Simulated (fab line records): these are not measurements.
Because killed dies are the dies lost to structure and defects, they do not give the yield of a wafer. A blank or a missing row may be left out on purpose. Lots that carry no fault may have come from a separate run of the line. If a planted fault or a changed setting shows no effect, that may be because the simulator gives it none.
fab line records	flow sky130
[record] lots = 7	wafers = 21	last-day = 49
route steps=708 shown SD_N@344 PAD_OPEN@708
lots that met no fault: taken from a fault-free run of the same line
start-h: hours from the record's first day to the start of the lot's first wafer shown	wait-h: hours from the lot's prior step to this one	" identical to the entry in the row above	L1.1+2: several wafers, shown together as one row	- no value, or no start given	* or withheld: withheld	< > ~ a bound
route shown NAME@n: names a module that has steps shown in the file, with the first one's number in the route	usual: mean and standard deviation over wafers with no fault	same: alike in all rows	chamber/n: place in a boat	sites: per-site readings	_std_site: standard deviation of those values	_edge_site: the outer-site mean with the inner-site mean subtracted	radius-mm: for every site, how far away it sits from the centre of the wafer	mask NAME#n: copy n	behind: the tool/chamber that last shaped the wafer	hold: why the lot was held/for how many hours/how that ended	device: whichever transistor did not switch (one of n, p or np)	end of line: the same wafers' tests at the end of the route	a step given without rows: its recipe and nothing more	killed: count of dies lost to structure and defects at first sort (not the wafer's yield)	map: the dies of a wafer, with x for killed, . for not killed, _ for no die there
set.NAME: the setting that was run; set.NAME@STEP: the one run at that earlier step	model.NAME: the simulator's own value behind a step, which no gauge read
lots at selected steps of the route; one table per step, one row per wafer
services: the hour from which a tool's chamber was out of use, counted from the record's first day as start-h (under 0 if before that day), plus the number of hours and why
[[steps]]
[step SKY_SD_N_COAT_02]
[recipe] resist = NOVOLAK	spin-rpm = 3000	resist-thk-nm = 1140
[step SKY_SD_N_SOFTBAKE_03]
[recipe] temp-c = 90	time-s = 60	resist = NOVOLAK
[step SKY_SD_N_EXPOSE_04]
[recipe] mask-id = NSDM	na = 0.6	source-shape = conventional	sigma-outer = 0.6	polarization = unpolarized	target-cd-nm = 380	dose-mj = 141
[step SKY_SD_N_PEB_05]
[recipe] temp-c = withheld	time-s = *	resist = NOVOLAK
[step SKY_SD_N_DEVELOP_06]
[recipe] resist = NOVOLAK	developer = TMAH	develop-time-s = 60	dev-temp-c = 23
[step SKY_SD_N_CD_MEAS_07]
[recipe] target-cd-nm = 380
[usual] cd-nm = 379.6/2.3
lot.wafer	tool	chamber	start-h	wait-h	cd-nm
L300.2	cd-sem-02	-	655.19	0.1	375.8
L300.3	"	-	"	"	374.4
L300.5	"	-	"	"	377.8
L303.1	cd-sem-02	-	675.55	0.1	382.0
L303.3	"	-	"	"	382.5
L303.4	"	-	"	"	383.0
L302.3	cd-sem-02	-	676.19	0.1	380.1
L302.4	"	-	"	"	380.4
L302.6	"	-	"	"	379.3
L308.3	cd-sem-02	-	724.86	0.1	379.5
L308.4	"	-	"	"	380.3
L308.6	"	-	"	"	378.9
L311.3	cd-sem-01	-	745.04	0.1	377.2
L311.4	"	-	"	"	379.1
L311.5	"	-	"	"	378.1
L314.3	cd-sem-01	-	773.94	0.1	378.8
L314.4	"	-	"	"	382.2
L314.5	"	-	"	"	379.6
L315.1	cd-sem-01	-	781.27	0.1	379.3
L315.4	"	-	"	"	380.6
L315.5	"	-	"	"	378.9
[step SKY_SD_N_OVL_MEAS_08]
[usual] SD_N_OVL = -0.5/1.2
lot.wafer	tool	chamber	start-h	wait-h	SD_N_OVL[nm]
L300.2	overlay-02	-	655.29	0.1	-1.2
L300.3	"	-	"	"	0.5
L300.5	"	-	"	"	-1.1
L303.1	overlay-02	-	675.67	0.1	-1.3
L303.3	"	-	"	"	-1.6
L303.4	"	-	"	"	-2.1
L302.3	overlay-01	-	676.28	0.1	-0.4
L302.4	"	-	"	"	-1.3
L302.6	"	-	"	"	-1.1
L308.3	overlay-02	-	724.95	0.1	-0.6
L308.4	"	-	"	"	-0.5
L308.6	"	-	"	"	1.0
L311.3	overlay-01	-	745.13	0.1	1.1
L311.4	"	-	"	"	0.1
L311.5	"	-	"	"	-1.5
L314.3	overlay-01	-	774.03	0.1	0.7
L314.4	"	-	"	"	0.5
L314.5	"	-	"	"	-0.3
L315.1	overlay-02	-	781.39	0.1	-0.3
L315.4	"	-	"	"	0.5
L315.5	"	-	"	"	-1.2
[step SKY_SD_N_IMPLANT_09]
[recipe] species = As	energy-kev = 50	dose-cm2 = 4e+15	tilt-deg = 0
[step SKY_SD_N_IMPLANT_10]
[recipe] species = P	energy-kev = 20	dose-cm2 = 1e+14	tilt-deg = 0
[step SKY_SD_N_STRIP_11]
[recipe] chemistry = O2/N2	power-w = 1400	pressure-mtorr = 1500	platen-temp-c = withheld	o2-flow-sccm = 3072	n2-flow-sccm = 300	overash-fraction = 0.5
[usual] drypump-motor-current-A = 5.6/0.5	oes-product-au = 0.528/0.0045	strip-time-to-endpoint-s = 22.51/0.041
lot.wafer	tool	chamber	start-h	wait-h	drypump-motor-current-A	oes-product-au	rf-hours-counter-h	strip-time-to-endpoint-s
L300.2	plasma-asher-02	0	655.62	0.1	5.0	0.526	23	22.51
L300.3	"	0	"	"	5.0	0.526	-	22.55
L300.5	"	0	"	"	4.9	0.525	-	22.55
L303.1	plasma-asher-02	0	676.00	0.1	4.9	0.530	25	22.50
L303.3	"	0	"	"	5.0	0.521	-	22.50
L303.4	"	1	"	"	5.5	0.531	-	22.53
L302.3	plasma-asher-03	0	676.64	0.1	6.0	0.528	-	22.51
L302.4	"	1	"	"	5.9	0.529	-	22.49
L302.6	"	0	"	"	6.0	0.533	-	22.53
L308.3	plasma-asher-01	0	725.31	0.1	4.9	0.531	-	22.50
L308.4	"	1	"	"	6.1	0.525	-	22.51
L308.6	"	0	"	"	4.9	0.541	-	22.49
L311.3	plasma-asher-03	0	745.49	0.1	6.0	0.529	-	22.50
L311.4	"	1	"	"	5.9	0.523	-	22.51
L311.5	"	1	"	"	5.9	0.534	-	22.48
L314.3	plasma-asher-02	1	774.39	0.1	5.6	0.527	-	22.47
L314.4	"	0	"	"	4.9	0.532	-	22.49
L314.5	"	1	"	"	5.5	0.531	-	22.48
L315.1	plasma-asher-03	0	781.72	0.1	6.0	0.526	4	22.48
L315.4	"	1	"	"	5.9	0.521	-	22.52
L315.5	"	1	"	"	5.9	0.530	-	22.49
[step SKY_SD_N_TW_MEAS_12]
[usual] SD_N_TW = 4010/45
lot.wafer	tool	chamber	start-h	wait-h	SD_N_TW
L300.2	film-metro-01	-	655.73	0.1	4013
L300.3	"	-	"	"	4009
L300.5	"	-	"	"	4024
L303.1	film-metro-04	-	676.10	0.1	4048
L303.3	"	-	"	"	4040
L303.4	"	-	"	"	4033
L302.3	film-metro-01	-	676.72	0.1	4041
L302.4	"	-	"	"	4027
L302.6	"	-	"	"	4031
L308.3	film-metro-04	-	725.39	0.1	4047
L308.4	"	-	"	"	4069
L308.6	"	-	"	"	4066
L311.3	film-metro-01	-	745.58	0.1	4005
L311.4	"	-	"	"	4006
L311.5	"	-	"	"	4020
L314.3	film-metro-04	-	774.47	0.1	4035
L314.4	"	-	"	"	4036
L314.5	"	-	"	"	4040
L315.1	film-metro-01	-	781.82	0.1	4019
L315.4	"	-	"	"	4000
L315.5	"	-	"	"	4008
[step SKY_SD_N_CLEAN_13]
[recipe] chemistry = SC1/SC2	mix = 1:4:20	temp-c = 70	time-s = 150	dry = n2-spin
[step SKY_SD_N_RTA_14]
[recipe] temp-c = 1075	time-s = 2	idle-temp-c = 650	ramp-up-c-per-s = 150	ramp-down-c-per-s = 90	ambient = N2
[usual] lamp-power-pct = 15.73/0.051	ramp-up-c-per-s = 150.00/0.027	wafer_temp_C_max = 1078.0/1.3
lot.wafer	tool	chamber	start-h	wait-h	lamp-power-pct	ramp-up-c-per-s	wafer_temp_C_max
L300.2	rtp-anneal-02	0	655.85	0.0	15.72	150.05	1079.2
L300.3	"	0	"	"	15.65	150.02	1076.8
L300.5	"	0	"	"	15.76	149.97	1077.5
L300.2	rtp-anneal-02	0	656.07	0.2	15.76	149.97	1077.0
L300.3	"	0	"	"	15.71	149.97	1076.9
L300.5	"	0	"	"	15.77	149.95	1080.1
L303.1	rtp-anneal-02	0	676.21	0.0	15.77	150.02	1078.1
L303.3	"	0	"	"	15.70	149.98	1077.6
L303.4	"	0	"	"	15.67	149.99	1079.1
L303.1	rtp-anneal-02	0	676.43	0.2	15.74	149.98	1082.0
L303.3	"	0	"	"	15.71	150.01	1076.0
L303.4	"	0	"	"	15.73	149.99	1079.1
L302.3	rtp-anneal-01	0	676.83	0.0	15.76	150.00	1078.6
L302.4	"	0	"	"	15.71	150.00	1077.6
L302.6	"	0	"	"	15.82	150.02	1082.7
L308.3	rtp-anneal-02	0	725.50	0.0	15.75	150.01	1078.7
L308.4	"	0	"	"	15.80	150.00	1078.9
L308.6	"	0	"	"	15.68	149.96	1077.4
L308.3	rtp-anneal-02	0	725.72	0.2	15.75	150.00	1077.2
L308.4	"	0	"	"	15.80	150.00	1080.9
L308.6	"	0	"	"	15.74	150.05	1078.2
L311.3	rtp-anneal-01	0	745.68	0.0	15.75	150.00	1078.7
L311.4	"	0	"	"	15.71	149.98	1079.2
L311.5	"	0	"	"	15.78	150.02	1078.0
L314.3	rtp-anneal-02	0	774.58	0.0	15.72	150.00	1076.7
L314.4	"	0	"	"	15.64	149.99	1076.8
L314.5	"	0	"	"	15.73	149.98	1078.5
L315.1	rtp-anneal-01	0	781.93	0.0	15.67	149.96	1077.6
L315.4	"	0	"	"	15.78	150.01	1079.2
L315.5	"	0	"	"	15.73	150.07	1076.4
[step SKY_PAD_OPEN_PROBE_99]
lot.wafer	tool	chamber	start-h	wait-h	model.etest.res-xhigh-po.line-ohm-um	model.etest.res-xhigh-po.rs-ohm-sq	model.etest.pfet_01v8.r-on-ohm-um	model.etest.res-pdiff.line-ohm-um	model.etest.pfet-g5v0d10v5.r-on-ohm-um	model.etest.res-high-po.line-ohm-um	model.etest.licon-high-po.rc-ohm	model.etest.res-ndiff.line-ohm-um
L300.3	prober-02	-	1085.84	0.2	4122	1474	2622	1107	4629	619.7	273.8	677.6
L303.1	prober-02	-	1102.77	0.1	4374	1536	2630	1142	4773	626.4	263.4	695.4
L303.3	prober-02	-	1102.87	0.2	4468	1544	2572	1154	4789	647.3	256.7	702.8
L308.3	prober-02	-	1133.36	0.2	4326	1502	2401	1099	4644	632.1	265.8	688.4
L308.4	prober-02	-	1133.41	0.2	4057	1447	2560	1118	4762	601.8	253.6	696.3
L308.6	prober-02	-	1133.51	0.2	4245	1494	2509	1103	4645	608	267.4	680.9
L311.3	prober-01	-	1145.05	0.2	5599	1970	2896	1331	4714	740.4	343.3	755.5
L311.4	prober-01	-	1145.10	0.2	5485	1937	2821	1330	4700	726	345.2	754
L311.5	prober-01	-	1145.15	0.2	5466	1900	2864	1350	4709	727.3	343.4	762.8
L314.3	prober-02	-	1168.93	0.2	5828	2068	2859	1334	4801	741.2	349.5	756
L314.4	prober-02	-	1168.98	0.2	5796	2019	2847	1312	4711	729.4	330.5	761
L314.5	prober-02	-	1169.03	0.2	5770	2007	2783	1339	4676	741.3	341.2	756.2
L315.1	prober-01	-	1171.53	0.1	6082	2140	2804	1352	4667	773.3	368.3	767.9
L315.4	prober-01	-	1171.68	0.2	6054	2106	2794	1361	4727	778.9	373.5	747.1
L315.5	prober-01	-	1171.73	0.2	5924	2056	2834	1370	4712	757.2	374.7	758.5
// killed by level:class
L308.3 VIA1:geometric-particle:open=13 VIA3:geometric-particle:open=12 CONTACT:geometric-particle:open=11 LOCAL_INTERCONNECT:geometric-particle:short=5 VIA1:geometric-particle:short=5 FIELD_ISO:geometric-particle:open=4 POLY_GATE:geometric-particle:short=4 CONTACT:geometric-particle:short=4
L308.4 VIA1:geometric-particle:open=11 VIA3:geometric-particle:open=8 VIA2:geometric-particle:open=7 CONTACT:geometric-particle:short=7 VIA2:geometric-particle:short=6 CONTACT:geometric-particle:open=5 METAL2:geometric-particle:short=5 FIELD_ISO:geometric-particle:short=4
L308.6 VIA2:geometric-particle:open=9 CONTACT:geometric-particle:open=9 LI_CONTACT:geometric-particle:open=7 VIA3:geometric-particle:open=7 METAL4:geometric-particle:short=5 LOCAL_INTERCONNECT:geometric-particle:short=5 VIA1:geometric-particle:open=5 CONTACT:geometric-particle:short=4
L311.3 VIA1:geometric-particle:open=15 METAL1:geometric-particle:short=7 FIELD_ISO:geometric-particle:open=6 LI_CONTACT:geometric-particle:open=6 VIA1:geometric-particle:short=5 POLY_GATE:geometric-particle:short=4 POLY_GATE:geometric-particle:open=4 CONTACT:geometric-particle:open=4
L311.4 CONTACT:geometric-particle:open=13 VIA3:geometric-particle:open=10 METAL2:geometric-particle:short=9 FIELD_ISO:geometric-particle:short=7 METAL1:geometric-particle:short=7 VIA1:geometric-particle:open=7 FIELD_ISO:geometric-particle:open=5 POLY_GATE:geometric-particle:short=5
L311.5 VIA1:geometric-particle:open=10 VIA3:geometric-particle:open=9 LI_CONTACT:geometric-particle:open=8 METAL1:geometric-particle:short=7 FIELD_ISO:geometric-particle:open=6 METAL2:geometric-particle:short=6 FIELD_ISO:geometric-particle:short=5 POLY_GATE:geometric-particle:open=5
L314.3 VIA1:geometric-particle:open=10 LI_CONTACT:geometric-particle:open=7 METAL1:geometric-particle:short=7 POLY_GATE:geometric-particle:short=6 LOCAL_INTERCONNECT:geometric-particle:short=6 CONTACT:geometric-particle:open=5 VIA1:geometric-particle:short=5 METAL2:geometric-particle:short=5
L314.4 CONTACT:geometric-particle:open=15 VIA1:geometric-particle:open=12 VIA3:geometric-particle:open=9 METAL1:geometric-particle:short=8 VIA1:geometric-particle:short=5 POLY_GATE:geometric-particle:open=5 METAL2:geometric-particle:short=5 CONTACT:geometric-particle:short=5
L314.5 CONTACT:geometric-particle:open=9 METAL2:geometric-particle:short=8 VIA1:geometric-particle:open=8 VIA2:geometric-particle:open=7 VIA3:geometric-particle:open=6 CONTACT:geometric-particle:short=5 VIA2:geometric-particle:short=5 VIA1:geometric-particle:short=5
L315.1 CONTACT:geometric-particle:open=7 LI_CONTACT:geometric-particle:open=7 VIA3:geometric-particle:open=6 METAL2:geometric-particle:short=6 METAL1:geometric-particle:short=5 VIA1:geometric-particle:open=5 FIELD_ISO:geometric-particle:open=4 METAL4:geometric-particle:short=4
L315.4 VIA2:geometric-particle:open=11 VIA1:geometric-particle:open=9 CONTACT:geometric-particle:open=7 METAL1:geometric-particle:short=6 VIA3:geometric-particle:open=5 POLY_GATE:geometric-particle:short=4 LI_CONTACT:geometric-particle:open=4 LOCAL_INTERCONNECT:geometric-particle:short=4
L315.5 VIA1:geometric-particle:open=7 VIA3:geometric-particle:open=7 VIA1:geometric-particle:short=6 VIA2:geometric-particle:open=6 LOCAL_INTERCONNECT:geometric-particle:short=6 METAL2:geometric-particle:short=5 POLY_GATE:geometric-particle:short=4 POLY_GATE:geometric-particle:open=4
[[services]]
tool	chamber	start-h	hours	kind
plasma-asher-02	-	681.87	14.6	pm
plasma-asher-03	-	733.75	9.0	pm
plasma-asher-03	0	733.75	9.0	vent-cycle
plasma-asher-03	1	733.75	9.0	vent-cycle
plasma-asher-03	0	742.75	-	clean
plasma-asher-03	1	742.75	-	clean
plasma-asher-01	-	744.25	4.4	repair
rtp-anneal-02	-	762.85	2.6	pm
plasma-asher-03	-	770.43	4.1	repair
[[key]]
[first-sign] step = SKY_SD_N_RTA_14	reading = visit	direction = added
effect none on later readings
[model-effect] step = SKY_PAD_OPEN_PROBE_99	value = etest.res-xhigh-po.line-ohm-um	without = 5707	struck = 4265
met-at SKY_SD_N_RTA_14
struck-wafers L300.2,L300.3,L300.5,L303.1,L303.3,L303.4,L308.3,L308.4,L308.6
sort-left-out L300.2,L300.3,L300.5,L303.1,L303.3,L303.4
tester-left-out L300,L303,L308
[fault] kind = repeated-step-whole	tool = rtp-anneal-01,rtp-anneal-02	chamber = -	onset-h = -	steps = SKY_SD_N_RTA_14	times = 1	scope = struck-lots-only
// tester-left-out: of these lots the tester's yield and bins aren't shown, on N5 and GAA mostly nor the transistor test; their killed dies are dies lost to structure and defects alone, not to doping, threshold or leakage, so they don't give the yield
// sort-left-out: the simulated sort isn't trusted on such a fault, so these wafers' sort isn't shown, and their yield isn't known
